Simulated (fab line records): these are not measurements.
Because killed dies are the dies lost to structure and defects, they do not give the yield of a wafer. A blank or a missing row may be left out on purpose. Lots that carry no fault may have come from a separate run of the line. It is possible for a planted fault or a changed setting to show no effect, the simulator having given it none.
fab line records -- flow gf180mcu
record lots=6, wafers=18, lastDay=34
route steps=602 shown M4@466 V4@476
lots untouched by any fault: they come from a run of this same line in which no faults occurred
startH: the number of hours between the record's first day and the start of the first shown wafer of the lot -- waitH: how many hours have passed since the lot's step before this one -- " same as the row above -- L1.1+2: several wafers, shown together as one row -- - no value, or no start given -- * or withheld: withheld -- < > ~ a bound
route shown NAME@n: a module of which the file shows steps, and the number in the route of the first -- usual: mean and standard deviation over wafers with no fault -- same: alike in all rows -- chamber/n: place in a boat -- sites: readings site by site -- _std_site: how widely they spread, as a standard deviation -- _edge_site: outer sites' mean less inner sites' -- radiusMm: for every site, how far away it sits from the centre of the wafer -- mask NAME#n: copy n -- behind: the last tool/chamber to shape the wafer -- hold: cause of the lot's hold/its duration in hours/its outcome -- device: names the non-switching transistor (n, p or np) -- end of line: tests run on the same wafers once the route is complete -- a step with no rows: only its recipe -- killed: not the wafer's yield, but the dies lost to structure and defects at the first sort -- map: dies across one wafer; x = killed, . = not, _ = none there
set.NAME: setting as actually run; set.NAME@STEP: the setting as run at that earlier step -- model.NAME: the simulator's own value behind a step, which no gauge read
lots seen at some steps along the route; tables by step, rows by wafer
services: a tool's chamber out of use, with start hour (startH, from the record's first day; less than 0 if before it), hours out, and reason
## steps
# step GF_M4_SOFTBAKE_10
# recipe tempC=130, timeS=60, resist=KrF
# step GF_M4_EXPOSE_11
# recipe maskId=Metal4, targetCdNm=280, na=0.68, sourceShape=conventional, sigmaOuter=0.6, doseMj=28
# step GF_M4_PEB_12
# recipe pebTempC=135, pebTimeS=90, resist=KrF
# step GF_M4_DEVELOP_13
# recipe developTimeS=60, devTempC=21.99
# step GF_M4_CD_MEAS_14
# recipe targetCdNm=280
# usual cdNm=280.3/1.2
lot.wafer,tool,chamber,startH,waitH,cdNm
L446.2,cdSem-01,-,550.71,0.1,281.3
L446.5,cdSem-01,-,550.71,0.1,281.2
L446.6,cdSem-01,-,550.71,0.1,281.1
L450.1,cdSem-02,-,584.77,0.1,279.0
L450.3,cdSem-02,-,584.77,0.1,278.8
L450.5,cdSem-02,-,584.77,0.1,278.0
L455.1,cdSem-01,-,635.05,0.1,280.7
L455.5,cdSem-01,-,635.05,0.1,279.7
L455.6,cdSem-01,-,635.05,0.1,281.0
L456.1,cdSem-01,-,640.05,0.1,280.6
L456.3,cdSem-01,-,640.05,0.1,279.9
L456.6,cdSem-01,-,640.05,0.1,280.2
L466.2,cdSem-02,-,704.06,0.1,279.4
L466.4,cdSem-02,-,704.06,0.1,279.4
L466.5,cdSem-02,-,704.06,0.1,280.7
L467.1,cdSem-02,-,712.52,0.1,281.8
L467.2,cdSem-02,-,712.52,0.1,280.4
L467.6,cdSem-02,-,712.52,0.1,280.8
# step GF_M4_OVL_MEAS_15
# usual M4_OVL=2/4.9
lot.wafer,tool,chamber,startH,waitH,M4_OVL[nm]
L446.2,overlay-01,-,550.82,0.1,12
L446.5,overlay-01,-,550.82,0.1,8
L446.6,overlay-01,-,550.82,0.1,5
L450.1,overlay-02,-,584.89,0.1,9
L450.3,overlay-02,-,584.89,0.1,1
L450.5,overlay-02,-,584.89,0.1,7
L455.1,overlay-01,-,635.17,0.1,-1
L455.5,overlay-01,-,635.17,0.1,-1
L455.6,overlay-01,-,635.17,0.1,2
L456.1,overlay-01,-,640.17,0.1,7
L456.3,overlay-01,-,640.17,0.1,4
L456.6,overlay-01,-,640.17,0.1,4
L466.2,overlay-02,-,704.17,0.1,3
L466.4,overlay-02,-,704.17,0.1,-1
L466.5,overlay-02,-,704.17,0.1,-2
L467.1,overlay-01,-,712.64,0.1,-2
L467.2,overlay-01,-,712.64,0.1,-6
L467.6,overlay-01,-,712.64,0.1,1
# step GF_M4_METAL_ETCH_16
# recipe chemistry=Cl2/BCl3, maskMaterial=KrF, targetDepthNm=627.5, stopOn=SiO2, pressureMtorr=8, icpW=800, biasW=140, Cl2_flow_sccm=80, bcl3FlowSccm=40, timeS=104.6
# usual drypumpMotorCurrentA=5.56/0.28, oesProductAu=0.972/0.0066, throttleValvePct=28.250/0.01
lot.wafer,tool,chamber,startH,waitH,drypumpMotorCurrentA,oesProductAu,rfHoursCounterH,throttleValvePct
L446.2,rieMetal-02,0,550.89,0.1,5.12,0.975,-,28.257
L446.5,rieMetal-02,0,550.89,0.1,5.09,0.977,-,28.253
L446.6,rieMetal-02,0,550.89,0.1,5.11,0.968,-,28.247
L450.1,rieMetal-04,0,584.93,0.0,5.74,0.971,5,28.239
L450.3,rieMetal-04,1,584.93,0.0,5.30,0.966,-,28.259
L450.5,rieMetal-04,1,584.93,0.0,5.30,0.973,-,28.254
L455.1,rieMetal-01,1,635.21,0.0,5.86,0.977,11,28.247
L455.5,rieMetal-01,0,635.21,0.0,5.76,0.957,-,28.267
L455.6,rieMetal-01,1,635.21,0.0,5.84,0.967,-,28.230
L456.1,rieMetal-01,0,640.21,0.0,5.78,0.982,3,28.249
L456.3,rieMetal-01,0,640.21,0.0,5.76,0.975,-,28.244
L456.6,rieMetal-01,1,640.21,0.0,5.85,0.970,-,28.247
L466.2,rieMetal-01,0,704.23,0.1,5.77,0.984,-,28.260
L466.4,rieMetal-01,0,704.23,0.1,5.73,0.968,-,28.238
L466.5,rieMetal-01,0,704.23,0.1,5.77,0.971,-,28.234
L467.1,rieMetal-04,1,712.68,0.0,5.30,0.960,13,28.260
L467.2,rieMetal-04,0,712.68,0.0,5.73,0.974,10,28.256
L467.6,rieMetal-04,0,712.68,0.0,5.73,0.958,-,28.271
# step GF_M4_STRIP_17
# recipe chemistry=O2/N2, powerW=1400, pressureMtorr=1500, platenTempC=250, o2FlowSccm=3000, n2FlowSccm=300, overashFraction=0.5
# usual drypumpMotorCurrentA=5.5/0.54, heaterPowerW=338/19, oesProductAu=0.556/0.005, stripTimeToEndpointS=7.83/0.062
lot.wafer,tool,chamber,startH,waitH,drypumpMotorCurrentA,heaterPowerW,oesProductAu,rfHoursCounterH,stripTimeToEndpointS
L446.2,plasmaAsher-04,1,551.07,0.1,6.1,334,0.552,84,7.78
L446.5,plasmaAsher-04,0,551.07,0.1,5.3,326,0.554,-,7.75
L446.6,plasmaAsher-04,1,551.07,0.1,6.1,337,0.548,-,7.76
L450.1,plasmaAsher-01,1,585.04,0.1,6.0,320,0.569,79,7.94
L450.3,plasmaAsher-01,0,585.04,0.1,4.7,352,0.558,-,7.87
L450.5,plasmaAsher-01,0,585.04,0.1,4.7,361,0.551,-,7.83
L455.1,plasmaAsher-01,1,635.32,0.1,6.0,323,0.560,84,7.87
L455.5,plasmaAsher-01,0,635.32,0.1,4.7,366,0.558,-,7.83
L455.6,plasmaAsher-01,1,635.32,0.1,6.0,324,0.561,-,7.87
L456.1,plasmaAsher-01,0,640.32,0.1,4.7,367,0.552,85,7.80
L456.3,plasmaAsher-01,0,640.32,0.1,4.7,364,0.554,-,7.79
L456.6,plasmaAsher-01,0,640.32,0.1,4.7,349,0.544,-,7.81
L466.2,plasmaAsher-01,1,704.42,0.1,6.0,328,0.549,91,7.84
L466.4,plasmaAsher-01,1,704.42,0.1,6.0,331,0.553,-,7.84
L466.5,plasmaAsher-01,1,704.42,0.1,6.0,314,0.554,-,7.85
L467.1,plasmaAsher-04,1,712.79,0.1,6.1,342,0.555,102,7.73
L467.2,plasmaAsher-04,0,712.79,0.1,5.3,319,0.555,102,7.87
L467.6,plasmaAsher-04,0,712.79,0.1,5.3,306,0.556,-,7.87
# step GF_M4_STRIP_18
# recipe chemistry=postEtchResidueRemover, timeS=1200, tempC=72.5
# step GF_M4_CLEAN_19
# recipe chemistry=DIW, dry=n2Spin
# step GF_V4_CVD_00
# recipe material=SiO2, targetThkNm=600, sigmaOpenFrac=0.3, tempC=400, timeS=100, sih4FlowSccm=60, pressureMtorr=6
# step GF_V4_THK_MEAS_01
# recipe reads=SiO2_of_V4_CVD_00
# usual V4_CVD_00_THK=601/7.4
lot.wafer,tool,chamber,startH,waitH,V4_CVD_00_THK[nm]
L446.2,filmMetro-01,-,551.69,0.0,611
L446.5,filmMetro-01,-,551.69,0.0,602
L446.6,filmMetro-01,-,551.69,0.0,608
L450.1,filmMetro-01,-,585.65,0.0,595
L450.3,filmMetro-01,-,585.65,0.0,606
L450.5,filmMetro-01,-,585.65,0.0,590
L455.1,filmMetro-04,-,635.93,0.0,596
L455.5,filmMetro-04,-,635.93,0.0,602
L455.6,filmMetro-04,-,635.93,0.0,591
L456.1,filmMetro-03,-,640.93,0.0,604
L456.3,filmMetro-03,-,640.93,0.0,614
L456.6,filmMetro-03,-,640.93,0.0,598
L466.2,filmMetro-03,-,705.08,0.0,601
L466.4,filmMetro-03,-,705.08,0.0,606
L466.5,filmMetro-03,-,705.08,0.0,604
L467.1,filmMetro-01,-,713.41,0.0,596
L467.2,filmMetro-01,-,713.41,0.0,600
L467.6,filmMetro-01,-,713.41,0.0,600
# step GF_V4_CVD_02
# recipe material=SiO2, targetThkNm=850, precursor=TEOS, tempC=400, timeS=94.851, rfW=600
# usual heaterPowerW=651/85, rfFwdPowerW=595.9/2.2, susceptorTempC=400.00/0.22
lot.wafer,tool,chamber,startH,waitH,heaterPowerW,rfFwdPowerW,susceptorTempC,model.SiO2_of_V4_CVD_02.thkNm
L446.2,pecvd-01,2,551.74,0.0,616,598.0,399.93,838.7
L446.5,pecvd-01,0,551.74,0.0,689,600.0,400.12,845.5
L446.6,pecvd-01,2,551.74,0.0,665,594.0,399.97,851.8
L450.1,pecvd-02,2,585.71,0.1,695,595.0,399.78,816.1
L450.3,pecvd-02,0,585.71,0.1,709,592.2,399.87,854.7
L450.5,pecvd-02,1,585.71,0.1,702,601.9,400.02,855.7
L455.1,pecvd-02,1,635.99,0.1,724,695.1,400.09,879.8
L455.5,pecvd-02,1,635.99,0.1,758,694.8,400.29,895
L455.6,pecvd-02,0,635.99,0.1,569,689.5,400.22,888.4
L456.1,pecvd-02,2,640.99,0.1,645,685.0,399.83,865.3
L456.3,pecvd-02,0,640.99,0.1,616,690.9,400.24,866.7
L456.6,pecvd-02,2,640.99,0.1,690,690.5,399.86,882.7
L466.2,pecvd-02,2,705.13,0.0,628,596.8,399.62,828.6
L466.4,pecvd-02,1,705.13,0.0,646,597.0,399.95,860.2
L466.5,pecvd-02,2,705.13,0.0,713,594.5,399.73,837.3
L467.1,pecvd-02,2,713.47,0.1,775,596.0,399.74,835.1
L467.2,pecvd-02,0,713.47,0.1,582,596.9,399.93,847.2
L467.6,pecvd-02,0,713.47,0.1,645,593.9,399.76,851.5
# step GF_V4_THK_MEAS_03
# recipe reads=SiO2_of_V4_CVD_02
# usual V4_CVD_02_THK=845/13
lot.wafer,tool,chamber,startH,waitH,V4_CVD_02_THK[nm]
L446.2,filmMetro-04,-,551.82,0.0,839
L446.5,filmMetro-04,-,551.82,0.0,845
L446.6,filmMetro-04,-,551.82,0.0,851
L450.1,filmMetro-03,-,585.78,0.0,816
L450.3,filmMetro-03,-,585.78,0.0,854
L450.5,filmMetro-03,-,585.78,0.0,855
L455.1,filmMetro-04,-,636.05,0.0,880
L455.5,filmMetro-04,-,636.05,0.0,895
L455.6,filmMetro-04,-,636.05,0.0,888
L456.1,filmMetro-04,-,641.05,0.0,866
L456.3,filmMetro-04,-,641.05,0.0,866
L456.6,filmMetro-04,-,641.05,0.0,883
L466.2,filmMetro-01,-,705.21,0.0,828
L466.4,filmMetro-01,-,705.21,0.0,860
L466.5,filmMetro-01,-,705.21,0.0,837
L467.1,filmMetro-01,-,713.54,0.0,835
L467.2,filmMetro-01,-,713.54,0.0,848
L467.6,filmMetro-01,-,713.54,0.0,851
# step GF_V4_CMP_04
# recipe material=SiO2, downForcePsi=4, platenRpm=60, padVelocityMS=0.94248
# usual edgeZonePressureFrac=0.999/0.0057, motorCurrentA=11.8/0.93, platenRpm=60.00/0.039, timeToEndpointS=81/7.1
lot.wafer,tool,chamber,startH,waitH,edgeZonePressureFrac,motorCurrentA,platenRpm,timeToEndpointS
L446.2,cmp-01,1,552.02,0.2,1.004,11.4,60.02,76
L446.5,cmp-01,2,552.02,0.2,1.004,13.3,59.97,89
L446.6,cmp-01,3,552.02,0.2,1.005,11.7,59.96,81
L450.1,cmp-02,1,585.84,0.1,0.998,11.0,60.07,70
L450.3,cmp-02,3,585.84,0.1,0.994,12.5,60.04,81
L450.5,cmp-02,2,585.84,0.1,0.999,12.0,60.02,79
L455.1,cmp-02,1,636.16,0.1,0.991,10.6,60.03,101
L455.6,cmp-02,0,636.16,0.1,1.004,12.6,59.98,101
L455.5,cmp-02,1,636.16,0.1,0.997,10.9,59.98,104
L456.1,cmp-02,2,641.16,0.1,0.997,12.1,60.01,85
L456.3,cmp-02,3,641.16,0.1,0.989,12.6,59.94,94
L456.6,cmp-02,2,641.16,0.1,0.996,12.2,60.07,94
L466.2,cmp-02,0,705.26,0.0,1.001,12.6,60.06,77
L466.4,cmp-02,1,705.26,0.0,1.006,10.9,59.97,90
L466.5,cmp-02,0,705.26,0.0,1.005,12.3,60.07,80
L467.2,cmp-02,0,713.76,0.2,0.997,13.1,60.10,85
L467.1,cmp-02,2,713.76,0.2,1.001,11.9,60.00,78
L467.6,cmp-02,0,713.76,0.2,0.997,12.6,60.04,81
## services
tool,chamber,startH,hours,kind
cmp-01,-,546.46,1.0,repair
cmp-02,-,557.35,7.1,pm
cmp-01,-,572.00,4.0,pm
pecvd-02,-,591.12,14.0,pm
pecvd-02,0,591.12,14.0,ventCycle
pecvd-02,1,591.12,14.0,ventCycle
pecvd-02,2,591.12,14.0,ventCycle
pecvd-02,-,605.12,28.1,pm
pecvd-02,0,605.12,-,clean
pecvd-02,1,605.12,-,clean
rieMetal-02,-,607.76,0.8,repair
cmp-02,-,610.64,2.9,repair
cmp-02,-,617.11,1.2,repair
pecvd-01,-,623.14,2.8,pm
pecvd-01,-,625.89,6.0,pm
cmp-02,-,625.94,2.0,repair
cmp-01,-,632.52,0.4,repair
cmp-01,-,634.91,6.9,pm
plasmaAsher-04,-,653.58,0.3,repair
pecvd-01,2,689.02,6.1,repair
pecvd-01,1,689.37,18.3,repair
cmp-02,-,690.08,2.1,repair
rieMetal-01,1,691.81,6.5,repair
cmp-01,-,705.98,37.9,pm
## key
firstSign step=GF_V4_CVD_02, reading=rfFwdPowerW, direction=up, sigmas=43, usual=595.9, struck=691.0
effect step=GF_V4_THK_MEAS_03, reading=V4_CVD_02_THK, direction=up, sigmas=2.6, usual=845, struck=880
modelEffect step=GF_V4_CVD_02, value=SiO2_of_V4_CVD_02.thkNm, without=840.9, struck=879.6
metAt GF_V4_CVD_02
struckWafers L455.1,L455.5,L455.6,L456.1,L456.3,L456.6
onsetBetween 585.71 635.99
fault kind=processParameterDrift, tool=pecvd-02, chamber=-, onsetH=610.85, steps=GF_V4_CVD_02, channel=rfW, offset=96, shape=step, endH=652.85, actsIn=theseRecipesOnly, stated=600
